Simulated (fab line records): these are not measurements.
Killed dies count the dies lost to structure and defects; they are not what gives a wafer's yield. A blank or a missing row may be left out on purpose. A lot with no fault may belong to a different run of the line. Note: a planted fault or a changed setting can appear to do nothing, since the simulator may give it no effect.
A lot that was struck, set against a sound lot | flow sky130 | 41 steps out of a route of 708
Sound: these wafers, L335.1, L335.3, L335.4. Struck: wafers L332.2, L332.3, L332.4. Last of all comes the cause.
Per side, at each step with rows, come the tool, then ch with its chambers, and then its first start. Under that, the readings that differ: sound wafers | struck wafers | difference of the means | sigmas: that difference in standard deviations of wafers without a fault.
alike: readings with means less than 2 such deviations apart, plus words and numbers identical on both sides. not compared: withheld readings, readings lacking a value on some wafer, bounds such as >300 that could conceal the same value, and numbers that have no deviation in the record and whose values overlap.
A row with sigmas, a row that says differs or no value, or rows on one side alone: a step with any of these is where the two part. Numbers that don't overlap but have no deviation are shown without sigmas and don't part them. Lack of a reading on every wafer of one side parts them only where that side has two or more wafers.

first, 1 step without rows for these wafers: SKY_NWELL_IMPLANT_24.
SKY_NWELL_STRIP_25: strips in O2/N2.
  sound on plasma-asher-03 ch 0,1, day 7 05:56; struck on plasma-asher-01 ch 0,1, day 6 07:44
  alike: drypump-motor-current-A, oes-product-au, strip-time-to-endpoint-s
  not compared: rf-hours-counter-h
SKY_NWELL_TW_MEAS_26:
  sound on film-metro-01, day 7 06:02; struck on film-metro-04, day 6 07:51
  alike: NWELL_2_TW
then, 1 step without rows for these wafers: SKY_NWELL_CLEAN_27 (cleans in SC1/SC2, time 150 s).
SKY_NWELL_RTA_28: time 30 s.
  sound on rtp-anneal-02 ch 0, day 7 06:09; struck on rtp-anneal-01 ch 0, day 6 07:58
  reading          | sound                | struck               | difference | sigmas
  wafer_temp_C_max | 1055.2 1055.8 1056.5 | 1053.6 1053.5 1054.5 | -2.0       | -2
  alike: lamp-power-pct
SKY_NWELL_RS_MEAS_29: a four-point-probe measurement.
  sound on film-metro-04, day 7 06:15; struck on film-metro-01, day 6 08:04
  reading           | sound             | struck            | difference | sigmas
  NWELL_RS (ohm/sq) | 623.0 622.2 622.1 | 627.2 627.4 624.8 | +4.0       | +2
SKY_NWELL_RS_MEAS_31: a four-point-probe measurement.
  sound on film-metro-04, day 7 06:29; struck on film-metro-01, day 6 08:19
  alike: PWDE_RS
then, 4 steps without rows for these wafers: SKY_VT_ADJUST_HVTP_DEHYDRATE_00 (time 60 s); SKY_VT_ADJUST_HVTP_HMDS_01 (prime time 60 s); SKY_VT_ADJUST_HVTP_COAT_02 (resist thk 1140 nm); SKY_VT_ADJUST_HVTP_SOFTBAKE_03 (time 60 s).
SKY_VT_ADJUST_HVTP_EXPOSE_04: exposes mask HVTPM, target cd 380 nm.
  sound on iline-stepper-02 ch 0, day 7 17:01; struck on iline-stepper-02 ch 0, day 6 17:12
  reading | sound                   | struck                                                | difference | sigmas
  mask    | HVTPM#0 HVTPM#0 HVTPM#0 | HVN_STD_DERIVED#0 HVN_STD_DERIVED#0 HVN_STD_DERIVED#0 | differs    |
then, 2 steps without rows for these wafers: SKY_VT_ADJUST_HVTP_PEB_05; SKY_VT_ADJUST_HVTP_DEVELOP_06 (develop time 60 s).
SKY_VT_ADJUST_HVTP_CD_MEAS_07: the cd target is 380 nm.
  sound on cd-sem-02, day 8 02:28; struck on cd-sem-02, day 7 02:41
  reading    | sound             | struck | difference                    | sigmas
  cd-nm (nm) | 382.6 382.4 378.7 | - - -  | no value on the struck wafers |
SKY_VT_ADJUST_HVTP_OVL_MEAS_08:
  sound on overlay-01, day 8 02:35; struck on overlay-01, day 7 02:47
  reading                 | sound       | struck | difference                    | sigmas
  VT_ADJUST_HVTP_OVL (nm) | 0.8 1.9 2.3 | - - -  | no value on the struck wafers |
following that, these wafers have no rows for 1 step: SKY_VT_ADJUST_HVTP_IMPLANT_09.
SKY_VT_ADJUST_HVTP_STRIP_10: strips in O2/N2.
  sound on plasma-asher-04 ch 0,1, day 8 02:46; struck on plasma-asher-01 ch 0,1, day 7 02:58
  alike: drypump-motor-current-A, oes-product-au, strip-time-to-endpoint-s
  not compared: rf-hours-counter-h
SKY_VT_ADJUST_HVTP_TW_MEAS_11:
  sound on film-metro-02, day 8 02:52; struck on film-metro-02, day 7 03:05
  reading           | sound          | struck   | difference | sigmas
  VT_ADJUST_HVTP_TW | 1367 1367 1365 | 30 30 30 | -1336      | -99 or more
then, 7 steps without rows for these wafers: SKY_VT_ADJUST_LVTN_DEHYDRATE_00 (time 60 s); SKY_VT_ADJUST_LVTN_HMDS_01 (prime time 60 s); SKY_VT_ADJUST_LVTN_COAT_02 (resist thk 3000 nm); SKY_VT_ADJUST_LVTN_SOFTBAKE_03; SKY_VT_ADJUST_LVTN_EXPOSE_04 (exposes mask NWM COMPLEMENT LESS NATIVE, target cd 840 nm); SKY_VT_ADJUST_LVTN_PEB_05; SKY_VT_ADJUST_LVTN_DEVELOP_06 (develop time 60 s).
SKY_VT_ADJUST_LVTN_OVL_MEAS_07:
  sound on overlay-01, day 8 23:25; struck on overlay-02, day 7 22:41
  alike: VT_ADJUST_LVTN_OVL
following that, these wafers have no rows for 1 step: SKY_VT_ADJUST_LVTN_IMPLANT_08.
SKY_VT_ADJUST_LVTN_STRIP_09: strips in O2/N2.
  sound on plasma-asher-03 ch 0,1, day 8 23:36; struck on plasma-asher-04 ch 0,1, day 7 22:52
  alike: drypump-motor-current-A, oes-product-au, strip-time-to-endpoint-s
  not compared: rf-hours-counter-h
SKY_VT_ADJUST_LVTN_TW_MEAS_10:
  sound on film-metro-01, day 8 23:42; struck on film-metro-01, day 7 22:59
  alike: VT_ADJUST_LVTN_TW
then, 7 steps without rows for these wafers: SKY_VT_ADJUST_LVTN_DEHYDRATE_11 (time 60 s); SKY_VT_ADJUST_LVTN_HMDS_12 (prime time 60 s); SKY_VT_ADJUST_LVTN_COAT_13 (resist thk 1140 nm); SKY_VT_ADJUST_LVTN_SOFTBAKE_14 (time 60 s); SKY_VT_ADJUST_LVTN_EXPOSE_15 (exposes mask HVN STD DERIVED, target cd 600 nm); SKY_VT_ADJUST_LVTN_PEB_16; SKY_VT_ADJUST_LVTN_DEVELOP_17 (develop time 60 s).
SKY_VT_ADJUST_LVTN_OVL_MEAS_18:
  sound on overlay-01, day 9 21:01; struck on overlay-01, day 8 19:11
  alike: VT_ADJUST_LVTN_01_OVL
following that, these wafers have no rows for 1 step: SKY_VT_ADJUST_LVTN_IMPLANT_19.
SKY_VT_ADJUST_LVTN_STRIP_20: strips in O2/N2.
  sound on plasma-asher-04 ch 0,1, day 9 21:12; struck on plasma-asher-02 ch 0,1, day 8 19:22
  alike: drypump-motor-current-A, oes-product-au, strip-time-to-endpoint-s
  not compared: rf-hours-counter-h
SKY_VT_ADJUST_LVTN_TW_MEAS_21:
  sound on film-metro-01, day 9 21:18; struck on film-metro-01, day 8 19:29
  reading             | sound             | struck               | difference | sigmas
  VT_ADJUST_LVTN_2_TW | 188.7 189.6 189.8 | 1368.5 1365.9 1365.7 | +1177.3    | +99 or more

## WHERE THEY PART
At SKY_NWELL_RTA_28 first; at SKY_VT_ADJUST_LVTN_TW_MEAS_21 last (within this record only).

WHY: the cause the simulator had injected
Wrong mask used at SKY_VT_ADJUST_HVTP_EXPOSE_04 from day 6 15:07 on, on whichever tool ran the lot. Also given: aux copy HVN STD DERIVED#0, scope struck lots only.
